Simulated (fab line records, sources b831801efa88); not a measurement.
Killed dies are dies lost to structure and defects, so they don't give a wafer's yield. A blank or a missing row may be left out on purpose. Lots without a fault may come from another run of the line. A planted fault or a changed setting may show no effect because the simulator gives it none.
Which tool did it? | flow gf180mcu | 13 lots, 39 wafers sampled, at 2 steps of a route of 602

WHAT THE GAUGES READ, wafer by wafer
GF_M5_CD_MEAS_07: target cd 280 nm.
lot  | measured     | on        | cd_nm (nm)
L124 | day 26 06:47 | cd_sem-01 | 278.3 280.3 279.8
L125 | day 26 14:32 | cd_sem-02 | 279.3 278.4 279.9
L126 | day 26 21:29 | cd_sem-02 | 278.6 277.5 278.4
L128 | day 27 19:08 | cd_sem-01 | 279.8 280.4 279.9
L130 | day 28 05:06 | cd_sem-02 | 279.1 279.2 278.7
L133 | day 29 07:31 | cd_sem-01 | 278.9 279.4 278.9
L134 | day 29 17:17 | cd_sem-02 | 280.6 279.2 279.5
L135 | day 29 23:17 | cd_sem-02 | 280.2 280.8 280.5
L137 | day 31 02:20 | cd_sem-02 | 279.8 279.2 279.7
L140 | day 31 12:26 | cd_sem-02 | 278.6 279.4 279.4
L144 | day 32 06:53 | cd_sem-02 | 281.7 282.5 282.3
L143 | day 32 10:44 | cd_sem-02 | 280.2 280.4 279.8
L147 | day 32 23:38 | cd_sem-01 | 279.1 278.9 279.0

WHICH TOOL RAN EACH LOT (tool, then ch and the chambers of the sampled wafers, then the start)
lot  | GF_MIM_SPUTTER_09
L124 | pvd_sputter-01, day 24 11:43
L125 | pvd_sputter-04, day 24 20:11
L126 | pvd_sputter-03, day 25 02:44
L128 | pvd_sputter-01, day 26 01:20
L130 | pvd_sputter-04, day 26 12:26
L133 | pvd_sputter-01, day 27 15:29
L134 | pvd_sputter-01, day 28 03:53
L135 | pvd_sputter-01, day 28 09:28
L137 | pvd_sputter-04, day 29 13:56
L140 | pvd_sputter-04, day 30 01:34
L144 | pvd_sputter-01, day 30 20:02
L143 | pvd_sputter-04, day 30 23:26
L147 | pvd_sputter-04, day 31 14:47
- GF_MIM_SPUTTER_09: material TiN, target thk 35 nm, time 29.2 s.

WHAT THE TOOLS THEMSELVES READ (means of the sampled wafers that have a number; where no wafer has one, the mark that the record gives instead)
GF_MIM_SPUTTER_09.
lot  | tool           | cathode_dc_power_W (W) | throttle_valve_pct (%)
L124 | pvd_sputter-01 | 6500.9                 | 30.0
L125 | pvd_sputter-04 | 6499.4                 | 30.1
L126 | pvd_sputter-03 | 6500.5                 | 30.1
L128 | pvd_sputter-01 | 6498.5                 | 29.3
L130 | pvd_sputter-04 | 6500.5                 | 29.8
L133 | pvd_sputter-01 | 6500.0                 | 29.6
L134 | pvd_sputter-01 | 6501.5                 | 29.4
L135 | pvd_sputter-01 | 6499.9                 | 29.2
L137 | pvd_sputter-04 | 6500.4                 | 31.2
L140 | pvd_sputter-04 | 6500.3                 | 30.0
L144 | pvd_sputter-01 | 6499.8                 | 29.9
L143 | pvd_sputter-04 | 6499.7                 | 30.3
L147 | pvd_sputter-04 | 6499.5                 | 30.7

THE ANSWER, worked out from the rows above alone
Rule: what is usual is taken from the lots themselves. Put in order of their means at a reading, lots are off if they are a third of the lots or fewer, leave a main group of 4 or more, and stand apart from it by a gap of 3 or more times the standard deviation of the main group's means; of several such gaps the widest counts. A main group whose means are all the same, to the digits that the tables above print for the reading, isn't used. A lot without any number at a reading at which 4 lots or more have one is off too. The other lots that the step has rows for count as sound. The gauges are gone through in route order, then the tools' own readings, and for those a lot's mean is taken as printed above. The first step at which some lot is off is used, and at that step the reading that is off furthest; a lot without a number counts as furthest.
No lot is off at any reading shown: from this, nothing can be told.

WHAT THE SIMULATOR HAD PUT IN
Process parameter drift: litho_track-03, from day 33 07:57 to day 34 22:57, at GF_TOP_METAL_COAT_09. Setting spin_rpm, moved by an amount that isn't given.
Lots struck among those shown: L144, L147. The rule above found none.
